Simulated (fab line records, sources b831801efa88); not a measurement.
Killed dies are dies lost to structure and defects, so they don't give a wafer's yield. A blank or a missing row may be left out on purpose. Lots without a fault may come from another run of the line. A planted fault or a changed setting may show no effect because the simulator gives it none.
Which tool did it? | flow sky130 | 6 lots, 18 wafers sampled, at 2 steps of a route of 708

WHAT THE GAUGES READ, wafer by wafer
SKY_SONOS_TUNNEL_TW_MEAS_12.
lot  | measured     | on            | SONOS_TUNNEL_TW
L794 | day 13 02:54 | film_metro-03 | 196.6 196.2 194.9
L796 | day 14 12:13 | film_metro-04 | 197.8 198.2 198.6
L800 | day 15 04:42 | film_metro-03 | 197.5 197.0 198.1
L803 | day 15 16:36 | film_metro-03 | 157.5 158.6 159.0
L809 | day 18 01:34 | film_metro-03 | 197.6 196.9 197.6
L813 | day 19 02:14 | film_metro-03 | 194.9 194.8 194.3

WHICH TOOL RAN EACH LOT (tool, then ch and the chambers of the sampled wafers, then the start)
lot  | SKY_SONOS_TUNNEL_IMPLANT_09
L794 | implanter-04 ch 0, day 13 02:31
L796 | implanter-01 ch 0, day 14 11:34
L800 | implanter-04 ch 0, day 15 04:19
L803 | implanter-04 ch 0, day 15 16:10
L809 | implanter-03 ch 0, day 18 01:08
L813 | implanter-04 ch 0, day 19 01:50
- SKY_SONOS_TUNNEL_IMPLANT_09

THE ANSWER, worked out from the rows above alone
Rule: what is usual is taken from the lots themselves. Put in order of their means at a reading, lots are off if they are a third of the lots or fewer, leave a main group of 4 or more, and stand apart from it by a gap of 3 or more times the standard deviation of the main group's means; of several such gaps the widest counts. A main group whose means are all the same, to the digits that the tables above print for the reading, isn't used. A lot without any number at a reading at which 4 lots or more have one is off too. The other lots that the step has rows for count as sound.
Off: L803, at SKY_SONOS_TUNNEL_TW_MEAS_12 (SONOS_TUNNEL_TW). The main group: mean 196.7, standard deviation 1.3.
A tool fits if, at a process step before that reading, it ran every lot that is off, and no sound lot after the first of them. The gauges at SKY_SONOS_TUNNEL_TW_MEAS_12 are tried like those tools. None of those tried fits.

WHAT THE SIMULATOR HAD PUT IN
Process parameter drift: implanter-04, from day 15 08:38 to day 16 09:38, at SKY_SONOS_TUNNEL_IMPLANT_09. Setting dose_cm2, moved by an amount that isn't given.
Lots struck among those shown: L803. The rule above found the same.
